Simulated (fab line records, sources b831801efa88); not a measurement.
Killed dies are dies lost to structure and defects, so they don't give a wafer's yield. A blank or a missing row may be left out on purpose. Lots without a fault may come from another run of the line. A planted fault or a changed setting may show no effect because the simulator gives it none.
One fault seen from 2 desks | flow gf180mcu | each desk has only its own numbers; what lay behind them comes last

THE TOOL OWNER'S DESK: pvd_sputter-04
The tool's own readings at GF_M2_SPUTTER_02 (material AlCu, target thk 450 nm, time 23.9 s): means of the sampled wafers that have a number, for each lot that ran on this tool. A lot is out of limits, marked OUT, if its mean lies more than 4 standard deviations from the usual mean; the brackets give that distance.
Columns: A = throttle_valve_pct at GF_M2_SPUTTER_02, usual 30.7 %
lot  | first seen here | A
L145 | day 20 18:39    | 30.6
L147 | day 21 06:13    | 29.9
L148 | day 21 21:59    | 30.8
L153 | day 23 13:59    | 31.1
L154 | day 23 22:37    | 30.6
This desk's finding: nothing out of limits on any of the 5 lots.

THE METROLOGY DESK
What the gauges read, lot by lot, whatever tool the lot ran on: means of the sampled wafers that have a number. A lot is out of limits, marked OUT, if its mean lies more than 4 standard deviations from the usual mean; the brackets give that distance.
Columns: A = CONTACT_BOW at GF_CONTACT_BOW_MEAS_05, usual 66 um; B = M1_ALCU_THK at GF_M1_THK_MEAS_06, usual 447 nm; C = M2_ALCU_RS at GF_M2_RS_MEAS_05, usual 0.0699 ohm/sq; D = M2_ALCU_THK at GF_M2_THK_MEAS_06, usual 447 nm; E = M2_OVL at GF_M2_OVL_MEAS_15, usual 0 nm
lot  | first seen here | A  | B   | C                 | D              | E
L142 | day 16 11:05    | 60 | 455 | 0.0697            | 446            | -5
L143 | day 16 18:55    | 66 | 449 | 0.0699            | 445            | 6
L145 | day 17 13:29    | 68 | 453 | 0.0696            | 454            | -4
L147 | day 18 01:37    | 67 | 456 | 0.0694            | 447            | 6
L148 | day 18 17:13    | 60 | 450 | 0.0696            | 451            | 2
L152 | day 20 01:17    | 66 | 449 | 0.0718            | 440            | 11
L153 | day 20 10:37    | 66 | 451 | 0.0753 (+7.4) OUT | 417 (-5.3) OUT | 6
L154 | day 20 20:29    | 66 | 440 | 0.0749 (+6.9) OUT | 424 (-4.0) OUT | -2
L161 | day 23 10:02    | 70 | 448 | 0.0700            | 443            | -3
L162 | day 23 20:07    | 63 | 442 | 0.0710            | 443            | -7
This desk's finding: out of limits on L153, L154; first on L153, day 23 14:06 (M2_ALCU_RS at GF_M2_RS_MEAS_05). In limits: L142, L143, L145, L147, L148, L152, L161, L162.

PUT TOGETHER
The metrology desk could have raised an alarm at day 23 14:06, on L153, L154.
The tool owner's desk saw nothing out of limits.
The tool owner's desk has L153, L154 on record, within its limits.
Of the lots named, all ran GF_M2_SPUTTER_02 on pvd_sputter-04.

WHAT THE SIMULATOR HAD PUT IN
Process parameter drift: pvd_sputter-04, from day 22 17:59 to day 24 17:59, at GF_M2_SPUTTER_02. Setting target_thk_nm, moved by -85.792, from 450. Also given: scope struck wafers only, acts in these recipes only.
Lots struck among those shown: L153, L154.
Hours from the fault's start to each desk's first reading out of limits: the metrology desk, 20.
